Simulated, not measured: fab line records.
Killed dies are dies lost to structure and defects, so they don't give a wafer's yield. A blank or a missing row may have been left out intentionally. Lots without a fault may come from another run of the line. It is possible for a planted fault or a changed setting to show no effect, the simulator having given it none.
Problem report in the 8D (eight disciplines) form, filled by code / flow sky130 / the parts of the form that need people (team, actions taken, sign-off) are left out

== 1. THE PROBLEM ==
Mean CAPM_TIN_RS at SKY_CAPM_RS_MEAS_03: 11.45 ohm/sq over 6 wafers in 2 lots; fault-free wafers: 6.87 ohm/sq, standard deviation 0.086. Measured from the usual mean, that is +53 standard deviations.
The step: measures by four-point-probe.
The first sign was on wafer L160.3 at day 39 12:28, on film metro-02. At this step, 39 wafers from 13 lots have a number in the record. By rule, "out" or "out of limits" means more than 4 standard deviations away from the usual mean. All remaining wafers that have a number are taken as sound.

== 2. WHAT IT IS, AND WHAT IT ISN'T ==
question=which readings at this step | is=CAPM_TIN_RS | is not=-
question=which lots | is=L160, L162 | is not=L152, L154, L156, L166, L167, L168, L169, L170, L171, L172, L174
question=which wafers of those lots | is=all that have a number | is not=-
question=read on which gauges | is=film metro-02 | is not=film metro-03, film metro-04
question=when | is=from day 39 12:28 | is not=up to then (9 sound wafers); but 24 sound wafers of L166, L167, L168, L169, L170, L171, L172, L174 came after

== 3. SUSPECTS, AND WHAT RULES EACH OUT ==
Counting: a tool at any process step up to the reading remains a suspect when it ran all the lots that are out and ran no sound lot after the first of those.
- the gauge at SKY_CAPM_RS_MEAS_03: kept. All the wafers that are out were read on film metro-02, and no step on other tools shows them out.
- pvd sputter-01 at SKY_CAPM_SPUTTER_02 (material TiN, target thk 200 nm, time 166.7 s): kept. It processed each lot that is out, first L160 at day 39 12:19, and no sound lot thereafter; up to then, the last sound lot it processed was L156 at day 38 01:43.
Left after counting: pvd sputter-01 at SKY_CAPM_SPUTTER_02, film metro-02 at SKY_CAPM_RS_MEAS_03.

== 4. THE CAUSE (what the simulator had put in) ==
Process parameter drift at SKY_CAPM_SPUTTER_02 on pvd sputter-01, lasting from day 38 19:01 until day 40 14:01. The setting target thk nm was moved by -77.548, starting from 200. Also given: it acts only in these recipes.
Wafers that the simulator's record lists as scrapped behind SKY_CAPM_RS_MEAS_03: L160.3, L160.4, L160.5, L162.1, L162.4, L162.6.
Counting left 2 suspects, and this tool is among them.

== 5. SEQUENCE OF EFFECTS, ordered by route ==
Rows list readings where the struck wafers' mean (over those with a number) sits beyond 3 standard deviations from the usual. Scope: only readings with a usual standard deviation given in the record; hours: median across lots of the time from each lot's start at the first step in this table that gives one to its start at this step; sigmas: change in usual standard deviations.
hours=0; step=SKY_CAPM_RS_MEAS_03; reading=CAPM_TIN_RS; usual=6.87 ohm/sq; on struck wafers=11.45; change=+4.58; sigmas=+53

== 6. HOW IT WOULD HAVE BEEN CAUGHT EARLIER ==
In this record the first reading out of limits at a measuring or inspecting step was taken at day 39 12:28, 17 hours after the fault began at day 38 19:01.
Of the tool readings at SKY_CAPM_SPUTTER_02 for which the record gives a usual standard deviation, none was out on any struck wafer, so an alarm limit of 4 standard deviations on them would not have fired.
Among the 2 lots that are out, L162 began SKY_CAPM_SPUTTER_02 on pvd sputter-01 after day 39 12:28. A hold on the tool at that time would have spared it.
